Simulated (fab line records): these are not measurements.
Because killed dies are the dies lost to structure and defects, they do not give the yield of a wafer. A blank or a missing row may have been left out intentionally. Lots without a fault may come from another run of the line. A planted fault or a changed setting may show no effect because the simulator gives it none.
Comparing a struck lot with a sound one -- flow sky130 -- 15 out of 708 route steps
Sound: wafers L436.3, L436.4, L436.5. Struck: wafer L442.4. (L442.5, L442.6 of the same lot were not struck and are left out.) The cause comes at the end.
For every step that has rows: the tool of each side, followed by ch and its chambers, followed by its first start. Under that, the readings that differ: sound wafers -- struck wafers -- difference of the means -- sigmas: that difference in standard deviations of wafers without a fault.
alike: readings whose means differ by less than 2 such deviations, and words and numbers that are the same on both sides. not compared: withheld readings, readings that some wafer has no value for, bounds like >300 that may hide the same value, and numbers for which the record gives no deviation and whose values overlap.
A row with sigmas, a row that says differs or no value, or rows on one side alone: a step with any of these is where the two part. Numbers that don't overlap but have no deviation are shown without sigmas and don't part them. A reading that every wafer of one side lacks parts them only if that side has two wafers or more.

SKY_VIA1_STRIP_16: strips in O2/N2.
  sound on plasma asher-02 ch 0,1, day 35 03:53; struck on plasma asher-02 ch 1, day 37 03:33
  alike: drypump motor current A, oes product au, strip time to endpoint s
  not compared: rf hours counter h
then, 3 steps without rows for these wafers: SKY_VIA1_STRIP_17 (strips in post etch residue remover, time 1200 s); SKY_VIA1_CLEAN_18 (cleans in IPA, time 180 s); SKY_VIA1_CLEAN_19 (cleans in O3/DIW).
SKY_VIA1_SPUTTER_20: material TiN, target thk 20 nm, time 80 s.
  sound: pvd sputter-03 at day 35 04:35; struck: pvd sputter-04 at day 37 04:07
  alike: throttle valve pct
SKY_VIA1_CVD_21: deposits W, target thk 270 nm, time 80.902 s.
  sound on cvd w-02 ch 0,1, day 35 04:41; struck on cvd w-02 ch 1, day 37 04:12
  alike: heater power w
SKY_VIA1_RS_MEAS_22: uses a four-point probe to measure.
  sound: film metro-04 at day 35 04:47; struck: film metro-03 at day 37 04:20
  alike: VIA1_W_RS
SKY_VIA1_THK_MEAS_23: measures by xrf.
  sound: film metro-04 at day 35 04:53; struck: film metro-03 at day 37 04:25
  alike: VIA1_W_THK
then, 3 steps without rows for these wafers: SKY_VIA1_CMP_24 (polishes, stops on SiO2, t overpolish 15 s, target thk 0 nm); SKY_METAL2_SPUTTER_00 (material Ti, target thk 15 nm, time 10 s); SKY_METAL2_SPUTTER_01 (material TiN, target thk 20 nm, time 16.7 s).
SKY_METAL2_SPUTTER_02: material AlCu, target thk 250 nm, time 13.3 s.
  sound: pvd sputter-04 at day 35 05:16; struck: pvd sputter-01 at day 37 04:47
  alike: throttle valve pct
SKY_METAL2_SPUTTER_03: material Ti, target thk 5 nm, time 3.3 s.
  sound: pvd sputter-04 at day 35 05:17; struck: pvd sputter-01 at day 37 04:49
reading,sound,struck,difference,sigmas
throttle valve pct (%),32.1 30.8 29.8,29.5,-1.4,-2
model.Ti_of_METAL2_SPUTTER_03.thk nm (nm),4.938 4.887 4.842,4.416,-0.473,
SKY_METAL2_SPUTTER_04: material TiN, target thk 70 nm, time 58.3 s.
  sound: pvd sputter-04 at day 35 05:19; struck: pvd sputter-01 at day 37 04:50
  alike: throttle valve pct
-- the record jumps here: 11 days lie between the struck wafers' starts before and after (it left off in module METAL2 and takes up again in module PAD_OPEN, whose first step shown is number 708 of the route) --
SKY_PAD_OPEN_PROBE_99:
  only the struck wafers here have rows in the record (prober-01, day 48 04:42); the sound ones have none

WHERE THEY PART
At SKY_METAL2_SPUTTER_03 first; at SKY_PAD_OPEN_PROBE_99 last (within this record only).

WHY: what had been put in by the simulator
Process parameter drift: pvd sputter-01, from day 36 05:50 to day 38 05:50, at SKY_METAL2_SPUTTER_03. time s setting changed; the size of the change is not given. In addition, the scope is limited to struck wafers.
